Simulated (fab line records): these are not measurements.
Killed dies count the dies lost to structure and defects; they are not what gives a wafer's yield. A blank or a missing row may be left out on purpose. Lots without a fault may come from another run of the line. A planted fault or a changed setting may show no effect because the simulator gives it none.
Struck lot and sound lot, side by side | flow sky130 | 24 out of 708 route steps
Sound: these wafers, L485.1, L485.4, L485.5. Struck: wafers L483.2, L483.5, L483.6. At the end, the cause is stated.
For every step that has rows: the tool of each side, followed by ch and its chambers, followed by its first start. Under that, the readings that differ: sound wafers | struck wafers | difference of the means | sigmas: that difference in standard deviations of wafers without a fault.
alike: same words and numbers on both sides, and readings whose means sit less than 2 such deviations apart. not compared: any withheld reading, any reading some wafer has no value for, any bound like >300 that may hide the same value, and any number with overlapping values for which the record gives no deviation.
A row with sigmas, a row that says differs or no value, or rows on one side alone: a step with any of these is where the two part. When numbers do not overlap yet have no deviation, they are printed without sigmas and do not part them. A reading missing from all wafers of one side parts the sides only when that side holds two or more wafers.

first, 8 steps without rows for these wafers: SKY_RES_XHIGH_DEHYDRATE_00 (time 60 s); SKY_RES_XHIGH_HMDS_01 (prime time 60 s); SKY_RES_XHIGH_COAT_02 (resist thk 1140 nm); SKY_RES_XHIGH_SOFTBAKE_03 (time 60 s); SKY_RES_XHIGH_EXPOSE_04 (exposes mask URPM, target cd 1270 nm); SKY_RES_XHIGH_PEB_05; SKY_RES_XHIGH_DEVELOP_06 (develop time 60 s); SKY_RES_XHIGH_IMPLANT_07.
SKY_RES_XHIGH_STRIP_08: strips in O2/N2.
  sound on plasma-asher-04 ch 0,1, day 31 02:00; struck on plasma-asher-02 ch 0,1, day 30 17:02
  alike: drypump-motor-current-A, oes-product-au, strip-time-to-endpoint-s
  not compared: rf-hours-counter-h
SKY_RES_XHIGH_TW_MEAS_09:
  sound: film-metro-03 at day 31 02:06; struck: film-metro-02 at day 30 17:08
  alike: RES_XHIGH_TW
then, 2 steps without rows for these wafers: SKY_SD_N_DEHYDRATE_00 (time 60 s); SKY_SD_N_HMDS_01 (prime time 60 s).
SKY_SD_N_COAT_02: resist thk 1140 nm.
  sound on litho-track-03 ch 0, day 31 15:00; struck on litho-track-01 ch 0, day 31 06:37
  reading                                   | sound          | struck            | difference | sigmas
  model.NOVOLAK_of_SD_N_COAT_02.thk-nm (nm) | 1140 1135 1139 | 816.4 816.5 816.6 | -321.5     |
then, 3 steps without rows for these wafers: SKY_SD_N_SOFTBAKE_03 (time 60 s); SKY_SD_N_EXPOSE_04 (exposes mask NSDM, target cd 380 nm); SKY_SD_N_PEB_05.
SKY_SD_N_DEVELOP_06: develop time 60 s.
  sound on litho-track-04 ch 0, day 32 05:00; struck on litho-track-03 ch 0, day 31 19:35
  reading                                   | sound          | struck          | difference | sigmas
  model.NOVOLAK_of_SD_N_COAT_02.thk-nm (nm) | 1140 1134 1138 | 815.9 816 816.2 | -321.3     |
SKY_SD_N_CD_MEAS_07: target cd 380 nm.
  sound: cd-sem-02 at day 32 05:09; struck: cd-sem-01 at day 31 20:14
  reading    | sound       | struck      | difference | sigmas
  cd-nm (nm) | 382 384 383 | 411 413 413 | +29        | +9
  not compared: hold
SKY_SD_N_OVL_MEAS_08:
  sound: overlay-01 at day 32 05:16; struck: overlay-01 at day 32 01:01
  reading | sound | struck                                                                     | difference                   | sigmas
  hold    | - - - | await-dispo/4.7h/release await-dispo/4.7h/release await-dispo/4.7h/release | no value on the sound wafers |
  alike: SD_N_OVL
then, 2 steps without rows for these wafers: SKY_SD_N_IMPLANT_09; SKY_SD_N_IMPLANT_10.
SKY_SD_N_STRIP_11: strips in O2/N2.
  sound on plasma-asher-01 ch 1, day 32 05:37; struck on plasma-asher-04 ch 0,1, day 32 01:21
  reading                      | sound             | struck            | difference | sigmas
  drypump-motor-current-A (A)  | 4.9 4.9 4.9       | 5.8 6.1 5.8       | +1.0       | +2
  oes-product-au (a.u.)        | 0.524 0.524 0.533 | 0.487 0.486 0.493 | -0.038     | -9
  strip-time-to-endpoint-s (s) | 22.53 22.49 22.51 | 18.91 18.92 18.91 | -3.60      | -80
  not compared: rf-hours-counter-h
SKY_SD_N_TW_MEAS_12:
  sound: film-metro-01 at day 32 05:43; struck: film-metro-01 at day 32 01:28
  alike: SD_N_TW
-- record jumps: 17 days separate the struck wafers' starts on either side; left off in module SD_N, taken up again in module PAD_OPEN, whose first shown step is the route's number 708 --
SKY_PAD_OPEN_PROBE_99:
  rows exist in the record for the struck wafers here (prober-01, day 48 14:22), but not for the sound ones

## WHERE THEY PART
Last at SKY_PAD_OPEN_PROBE_99 as far as this record goes, first at SKY_SD_N_CD_MEAS_07.

WHY: what had been put in by the simulator
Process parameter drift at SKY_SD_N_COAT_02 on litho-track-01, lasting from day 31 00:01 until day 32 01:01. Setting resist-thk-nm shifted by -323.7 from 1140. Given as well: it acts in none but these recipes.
